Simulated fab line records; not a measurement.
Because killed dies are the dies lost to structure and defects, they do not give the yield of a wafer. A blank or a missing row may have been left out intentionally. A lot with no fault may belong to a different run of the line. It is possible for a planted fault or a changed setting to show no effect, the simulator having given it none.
Which tool did it? || flow gf180mcu || Sampling: 11 lots, 33 wafers, 7 of 602 route steps

WHAT EACH GAUGE READ, for each wafer
GF_PSD_TW_MEAS_11.
{"lot": "L949", "measured": "day 14 15:16", "on": "film metro-03", "PSD_TW": "3168 3165 3155"}
{"lot": "L953", "measured": "day 16 01:25", "on": "film metro-01", "PSD_TW": "3165 3166 3184"}
{"lot": "L954", "measured": "day 16 10:00", "on": "film metro-03", "PSD_TW": "3126 3131 3132"}
{"lot": "L955", "measured": "day 16 20:25", "on": "film metro-03", "PSD_TW": "3126 3135 3151"}
{"lot": "L957", "measured": "day 17 15:57", "on": "film metro-01", "PSD_TW": "3184 3197 3192"}
{"lot": "L958", "measured": "day 17 18:49", "on": "film metro-01", "PSD_TW": "3181 3187 3193"}
{"lot": "L961", "measured": "day 18 17:55", "on": "film metro-03", "PSD_TW": "2996 3006 3004"}
{"lot": "L962", "measured": "day 19 02:06", "on": "film metro-02", "PSD_TW": "2976 2992 2980"}
{"lot": "L965", "measured": "day 20 07:26", "on": "film metro-01", "PSD_TW": "3189 3172 3176"}
{"lot": "L967", "measured": "day 20 22:43", "on": "film metro-02", "PSD_TW": "3187 3191 3204"}
{"lot": "L970", "measured": "day 21 23:34", "on": "film metro-02", "PSD_TW": "3176 3163 3150"}

GF_PSD_RS_MEAS_15: the measuring method here is four-point-probe.
{"lot": "L949", "measured": "day 14 15:35", "on": "film metro-03", "PSD_RS (ohm/sq)": "108.48 108.52 108.15"}
{"lot": "L953", "measured": "day 16 01:45", "on": "film metro-02", "PSD_RS (ohm/sq)": "108.25 108.16 108.29"}
{"lot": "L954", "measured": "day 16 10:19", "on": "film metro-03", "PSD_RS (ohm/sq)": "108.34 108.63 108.50"}
{"lot": "L955", "measured": "day 16 20:45", "on": "film metro-03", "PSD_RS (ohm/sq)": "109.05 108.70 108.36"}
{"lot": "L957", "measured": "day 17 16:17", "on": "film metro-02", "PSD_RS (ohm/sq)": "108.52 108.65 108.68"}
{"lot": "L958", "measured": "day 17 19:08", "on": "film metro-03", "PSD_RS (ohm/sq)": "108.59 108.71 108.65"}
{"lot": "L961", "measured": "day 18 18:16", "on": "film metro-02", "PSD_RS (ohm/sq)": "122.47 122.46 122.67"}
{"lot": "L962", "measured": "day 19 02:29", "on": "film metro-03", "PSD_RS (ohm/sq)": "122.99 123.36 123.12"}
{"lot": "L965", "measured": "day 20 07:45", "on": "film metro-01", "PSD_RS (ohm/sq)": "108.28 108.55 108.63"}
{"lot": "L967", "measured": "day 20 23:04", "on": "film metro-01", "PSD_RS (ohm/sq)": "107.81 108.04 108.37"}
{"lot": "L970", "measured": "day 21 23:53", "on": "film metro-02", "PSD_RS (ohm/sq)": "108.27 108.12 107.89"}

GF_MIM_THK_MEAS_06.
{"lot": "L949", "measured": "day 24 20:52", "on": "film metro-03", "MIM_CVD_05_THK (nm)": "42.0 41.5 42.1"}
{"lot": "L953", "measured": "day 26 06:34", "on": "film metro-02", "MIM_CVD_05_THK (nm)": "42.1 43.5 42.6"}
{"lot": "L954", "measured": "day 26 13:07", "on": "film metro-02", "MIM_CVD_05_THK (nm)": "41.6 41.2 42.2"}
{"lot": "L955", "measured": "day 27 00:30", "on": "film metro-02", "MIM_CVD_05_THK (nm)": "41.8 43.0 42.4"}
{"lot": "L957", "measured": "day 27 17:23", "on": "film metro-02", "MIM_CVD_05_THK (nm)": "40.9 41.4 41.6"}
{"lot": "L958", "measured": "day 27 23:19", "on": "film metro-01", "MIM_CVD_05_THK (nm)": "42.2 42.8 41.9"}
{"lot": "L961", "measured": "day 28 17:18", "on": "film metro-02", "MIM_CVD_05_THK (nm)": "42.1 42.8 41.9"}
{"lot": "L962", "measured": "day 28 22:54", "on": "film metro-01", "MIM_CVD_05_THK (nm)": "41.7 42.0 42.4"}
{"lot": "L965", "measured": "day 29 21:34", "on": "film metro-01", "MIM_CVD_05_THK (nm)": "42.0 42.6 42.6"}
{"lot": "L967", "measured": "day 30 12:30", "on": "film metro-02", "MIM_CVD_05_THK (nm)": "43.3 42.0 42.5"}
{"lot": "L970", "measured": "day 31 07:58", "on": "film metro-03", "MIM_CVD_05_THK (nm)": "41.1 42.0 41.7"}

EACH LOT AND THE TOOL THAT RAN IT (in order: tool; ch and the chambers of the sampled wafers; start)
{"lot": "L949", "GF_PSD_IMPLANT_09": "implanter-01 ch 0, day 14 15:01", "GF_PSD_STRIP_10": "plasma asher-01 ch 0,1, day 14 15:10", "GF_V3_CMP_26": "cmp-02 ch 1,2,3, day 22 20:04", "GF_V4_CMP_26": "cmp-02 ch 0,2,3, day 24 20:18"}
{"lot": "L953", "GF_PSD_IMPLANT_09": "implanter-04 ch 0, day 16 01:11", "GF_PSD_STRIP_10": "plasma asher-01 ch 0,1, day 16 01:19", "GF_V3_CMP_26": "cmp-01 ch 1,2,3, day 24 08:26", "GF_V4_CMP_26": "cmp-01 ch 1,2,3, day 26 06:05"}
{"lot": "L954", "GF_PSD_IMPLANT_09": "implanter-04 ch 0, day 16 09:46", "GF_PSD_STRIP_10": "plasma asher-02 ch 0,1, day 16 09:53", "GF_V3_CMP_26": "cmp-02 ch 1,3, day 24 15:44", "GF_V4_CMP_26": "cmp-02 ch 0,2, day 26 12:33"}
{"lot": "L955", "GF_PSD_IMPLANT_09": "implanter-04 ch 0, day 16 20:11", "GF_PSD_STRIP_10": "plasma asher-01 ch 0,1, day 16 20:19", "GF_V3_CMP_26": "cmp-01 ch 0,2,3, day 25 02:56", "GF_V4_CMP_26": "cmp-02 ch 0,1,2, day 26 23:58"}
{"lot": "L957", "GF_PSD_IMPLANT_09": "implanter-04 ch 0, day 17 15:43", "GF_PSD_STRIP_10": "plasma asher-02 ch 0,1, day 17 15:50", "GF_V3_CMP_26": "cmp-01 ch 0,2,3, day 25 20:57", "GF_V4_CMP_26": "cmp-01 ch 0,2, day 27 16:50"}
{"lot": "L958", "GF_PSD_IMPLANT_09": "implanter-04 ch 0, day 17 18:35", "GF_PSD_STRIP_10": "plasma asher-04 ch 0,1, day 17 18:43", "GF_V3_CMP_26": "cmp-01 ch 2,3, day 26 01:41", "GF_V4_CMP_26": "cmp-02 ch 0,1,2, day 27 22:51"}
{"lot": "L961", "GF_PSD_IMPLANT_09": "implanter-04 ch 0, day 18 17:43", "GF_PSD_STRIP_10": "plasma asher-01 ch 0,1, day 18 17:49", "GF_V3_CMP_26": "cmp-01 ch 0,1,2, day 26 21:29", "GF_V4_CMP_26": "cmp-02 ch 0,1,2, day 28 16:48"}
{"lot": "L962", "GF_PSD_IMPLANT_09": "implanter-04 ch 0, day 19 01:52", "GF_PSD_STRIP_10": "plasma asher-02 ch 1, day 19 01:59", "GF_V3_CMP_26": "cmp-01 ch 0,2,3, day 27 03:10", "GF_V4_CMP_26": "cmp-02 ch 0,2, day 28 22:23"}
{"lot": "L965", "GF_PSD_IMPLANT_09": "implanter-01 ch 0, day 20 07:11", "GF_PSD_STRIP_10": "plasma asher-04 ch 0,1, day 20 07:20", "GF_V3_CMP_26": "cmp-02 ch 0,1,3, day 28 02:56", "GF_V4_CMP_26": "cmp-02 ch 0,2,3, day 29 21:01"}
{"lot": "L967", "GF_PSD_IMPLANT_09": "implanter-03 ch 0, day 20 22:31", "GF_PSD_STRIP_10": "plasma asher-01 ch 0,1, day 20 22:37", "GF_V3_CMP_26": "cmp-02 ch 0,2,3, day 28 18:29", "GF_V4_CMP_26": "cmp-02 ch 0,1,3, day 30 12:01"}
{"lot": "L970", "GF_PSD_IMPLANT_09": "implanter-03 ch 0, day 21 23:20", "GF_PSD_STRIP_10": "plasma asher-02 ch 0,1, day 21 23:28", "GF_V3_CMP_26": "cmp-02 ch 0,2,3, day 29 14:30", "GF_V4_CMP_26": "cmp-02 ch 1,2, day 31 07:27"}
- GF_PSD_IMPLANT_09
- GF_PSD_STRIP_10: strips in O2/N2.
- GF_V3_CMP_26: polishes, stops on SiO2, t overpolish 15 s, target thk 0 nm.
- GF_V4_CMP_26: polishes, stops on SiO2, t overpolish 15 s, target thk 0 nm.

AS READ BY THE TOOLS THEMSELVES (means over the sampled wafers that have a number; for cases with no such wafer, the mark the record gives instead)
GF_PSD_IMPLANT_09.
{"lot": "L949", "tool": "implanter-01", "beam on s (s)": 9.94, "dose ions cm2": 1.5008e+15, "faraday current uA": 8285}
{"lot": "L953", "tool": "implanter-04", "beam on s (s)": 10.06, "dose ions cm2": 1.4993e+15, "faraday current uA": 8239}
{"lot": "L954", "tool": "implanter-04", "beam on s (s)": 9.98, "dose ions cm2": 1.4990e+15, "faraday current uA": 8275}
{"lot": "L955", "tool": "implanter-04", "beam on s (s)": 9.84, "dose ions cm2": 1.5007e+15, "faraday current uA": 8374}
{"lot": "L957", "tool": "implanter-04", "beam on s (s)": 10.12, "dose ions cm2": 1.5009e+15, "faraday current uA": 8140}
{"lot": "L958", "tool": "implanter-04", "beam on s (s)": 9.97, "dose ions cm2": 1.4983e+15, "faraday current uA": 8312}
{"lot": "L961", "tool": "implanter-04", "beam on s (s)": 7.74, "dose ions cm2": 1.5002e+15, "faraday current uA": 10641}
{"lot": "L962", "tool": "implanter-04", "beam on s (s)": 7.76, "dose ions cm2": 1.5011e+15, "faraday current uA": 10635}
{"lot": "L965", "tool": "implanter-01", "beam on s (s)": 10.14, "dose ions cm2": 1.5010e+15, "faraday current uA": 8144}
{"lot": "L967", "tool": "implanter-03", "beam on s (s)": 10.14, "dose ions cm2": 1.4994e+15, "faraday current uA": 8116}
{"lot": "L970", "tool": "implanter-03", "beam on s (s)": 10.14, "dose ions cm2": 1.5015e+15, "faraday current uA": 8140}

GF_PSD_STRIP_10.
{"lot": "L949", "tool": "plasma asher-01", "drypump motor current A (A)": 5.7, "heater power w (W)": 316, "oes product au (a.u.)": 0.589, "strip time to endpoint s (s)": 16.53}
{"lot": "L953", "tool": "plasma asher-01", "drypump motor current A (A)": 6.2, "heater power w (W)": 328, "oes product au (a.u.)": 0.593, "strip time to endpoint s (s)": 16.54}
{"lot": "L954", "tool": "plasma asher-02", "drypump motor current A (A)": 5.9, "heater power w (W)": 305, "oes product au (a.u.)": 0.596, "strip time to endpoint s (s)": 16.57}
{"lot": "L955", "tool": "plasma asher-01", "drypump motor current A (A)": 6.2, "heater power w (W)": 328, "oes product au (a.u.)": 0.590, "strip time to endpoint s (s)": 16.64}
{"lot": "L957", "tool": "plasma asher-02", "drypump motor current A (A)": 6.0, "heater power w (W)": 313, "oes product au (a.u.)": 0.594, "strip time to endpoint s (s)": 16.54}
{"lot": "L958", "tool": "plasma asher-04", "drypump motor current A (A)": 5.9, "heater power w (W)": 329, "oes product au (a.u.)": 0.591, "strip time to endpoint s (s)": 16.55}
{"lot": "L961", "tool": "plasma asher-01", "drypump motor current A (A)": 5.7, "heater power w (W)": 320, "oes product au (a.u.)": 0.609, "strip time to endpoint s (s)": 15.69}
{"lot": "L962", "tool": "plasma asher-02", "drypump motor current A (A)": 6.5, "heater power w (W)": 311, "oes product au (a.u.)": 0.615, "strip time to endpoint s (s)": 15.69}
{"lot": "L965", "tool": "plasma asher-04", "drypump motor current A (A)": 5.8, "heater power w (W)": 326, "oes product au (a.u.)": 0.591, "strip time to endpoint s (s)": 16.55}
{"lot": "L967", "tool": "plasma asher-01", "drypump motor current A (A)": 5.7, "heater power w (W)": 321, "oes product au (a.u.)": 0.594, "strip time to endpoint s (s)": 16.52}
{"lot": "L970", "tool": "plasma asher-02", "drypump motor current A (A)": 6.2, "heater power w (W)": 317, "oes product au (a.u.)": 0.599, "strip time to endpoint s (s)": 16.54}

GF_V3_CMP_26.
{"lot": "L949", "tool": "cmp-02", "motor current A (A)": 9.8, "overpolish run s (s)": 14.988, "retaining ring pressure frac": 0.997, "time to endpoint s (s)": 76.5}
{"lot": "L953", "tool": "cmp-01", "motor current A (A)": 10.7, "overpolish run s (s)": 15.007, "retaining ring pressure frac": 0.998, "time to endpoint s (s)": 81.5}
{"lot": "L954", "tool": "cmp-02", "motor current A (A)": 10.6, "overpolish run s (s)": 14.997, "retaining ring pressure frac": 0.998, "time to endpoint s (s)": 82.1}
{"lot": "L955", "tool": "cmp-01", "motor current A (A)": 10.7, "overpolish run s (s)": 15.002, "retaining ring pressure frac": 1.002, "time to endpoint s (s)": 83.8}
{"lot": "L957", "tool": "cmp-01", "motor current A (A)": 10.6, "overpolish run s (s)": 15.006, "retaining ring pressure frac": 0.998, "time to endpoint s (s)": 82.7}
{"lot": "L958", "tool": "cmp-01", "motor current A (A)": 10.1, "overpolish run s (s)": 14.993, "retaining ring pressure frac": 0.998, "time to endpoint s (s)": 79.1}
{"lot": "L961", "tool": "cmp-01", "motor current A (A)": 11.1, "overpolish run s (s)": 15.005, "retaining ring pressure frac": 0.996, "time to endpoint s (s)": 82.4}
{"lot": "L962", "tool": "cmp-01", "motor current A (A)": 10.9, "overpolish run s (s)": 15.004, "retaining ring pressure frac": 0.995, "time to endpoint s (s)": 80.8}
{"lot": "L965", "tool": "cmp-02", "motor current A (A)": 10.6, "overpolish run s (s)": 15.001, "retaining ring pressure frac": 0.997, "time to endpoint s (s)": 86.2}
{"lot": "L967", "tool": "cmp-02", "motor current A (A)": 10.3, "overpolish run s (s)": 15.001, "retaining ring pressure frac": 1.003, "time to endpoint s (s)": 83.1}
{"lot": "L970", "tool": "cmp-02", "motor current A (A)": 10.2, "overpolish run s (s)": 15.007, "retaining ring pressure frac": 1.006, "time to endpoint s (s)": 84.4}

GF_V4_CMP_26.
{"lot": "L949", "tool": "cmp-02", "motor current A (A)": 10.0, "overpolish run s (s)": 15.009, "retaining ring pressure frac": 0.996, "time to endpoint s (s)": 86.0}
{"lot": "L953", "tool": "cmp-01", "motor current A (A)": 10.9, "overpolish run s (s)": 15.003, "retaining ring pressure frac": 0.999, "time to endpoint s (s)": 82.5}
{"lot": "L954", "tool": "cmp-02", "motor current A (A)": 9.9, "overpolish run s (s)": 15.005, "retaining ring pressure frac": 1.000, "time to endpoint s (s)": 81.9}
{"lot": "L955", "tool": "cmp-02", "motor current A (A)": 9.9, "overpolish run s (s)": 15.001, "retaining ring pressure frac": 0.999, "time to endpoint s (s)": 80.4}
{"lot": "L957", "tool": "cmp-01", "motor current A (A)": 11.5, "overpolish run s (s)": 14.993, "retaining ring pressure frac": 1.003, "time to endpoint s (s)": 81.6}
{"lot": "L958", "tool": "cmp-02", "motor current A (A)": 10.0, "overpolish run s (s)": 14.995, "retaining ring pressure frac": 1.001, "time to endpoint s (s)": 84.5}
{"lot": "L961", "tool": "cmp-02", "motor current A (A)": 10.1, "overpolish run s (s)": 15.004, "retaining ring pressure frac": 1.000, "time to endpoint s (s)": 84.1}
{"lot": "L962", "tool": "cmp-02", "motor current A (A)": 10.3, "overpolish run s (s)": 14.999, "retaining ring pressure frac": 0.993, "time to endpoint s (s)": 86.0}
{"lot": "L965", "tool": "cmp-02", "motor current A (A)": 10.1, "overpolish run s (s)": 15.006, "retaining ring pressure frac": 0.997, "time to endpoint s (s)": 87.2}
{"lot": "L967", "tool": "cmp-02", "motor current A (A)": 10.6, "overpolish run s (s)": 14.998, "retaining ring pressure frac": 1.000, "time to endpoint s (s)": 83.6}
{"lot": "L970", "tool": "cmp-02", "motor current A (A)": 9.3, "overpolish run s (s)": 15.009, "retaining ring pressure frac": 0.999, "time to endpoint s (s)": 83.2}

THE ANSWER, worked out from the rows above alone
Rule: the lots themselves supply what counts as usual. Put in order of their means at a reading, lots are off if they are a third of the lots or fewer, leave a main group of 4 or more, and stand apart from it by a gap of 3 or more times the standard deviation of the main group's means; of several such gaps the widest counts. A main group is skipped when, at the precision printed for the reading in the tables above, its means are all equal. A lot without any number at a reading at which 4 lots or more have one is off too. The other lots that the step has rows for count as sound. First the gauges in route order, then the tools' own readings, where a lot's mean is used as printed above. The first step at which some lot is off is used, and at that step the reading that is off furthest; a lot without a number counts as furthest.
Off: at GF_PSD_TW_MEAS_11 (PSD_TW), L961, L962. The main group has a mean of 3168 with a standard deviation of 22.
If a tool, at a process step before that reading, ran all the lots that are off and no sound lot after the first of them, it fits. The gauges at GF_PSD_TW_MEAS_11 aren't tried: what is off there is off at GF_PSD_IMPLANT_09 too, on other tools, and a gauge's error can't cause that. One fits: implanter-04 at GF_PSD_IMPLANT_09. Its last sound lot is L958 (day 17 18:35), its first lot that is off L961 (day 18 17:43): a fault that began between those two fits.
The tool's own readings at GF_PSD_IMPLANT_09 bear it out: on the lots that are off they differ by more than 5 times the standard deviation of the sound lots' means. beam on s reads 7.75 s there against 10.04 s on the sound lots; faraday current uA reads 10638 there against 8225 on the sound lots.

WHAT THE SIMULATOR HAD PUT IN
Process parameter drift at GF_PSD_IMPLANT_09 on implanter-04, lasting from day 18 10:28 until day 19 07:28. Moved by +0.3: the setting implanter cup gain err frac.
Lots struck among those shown: L961, L962. The same result came from the rule above.
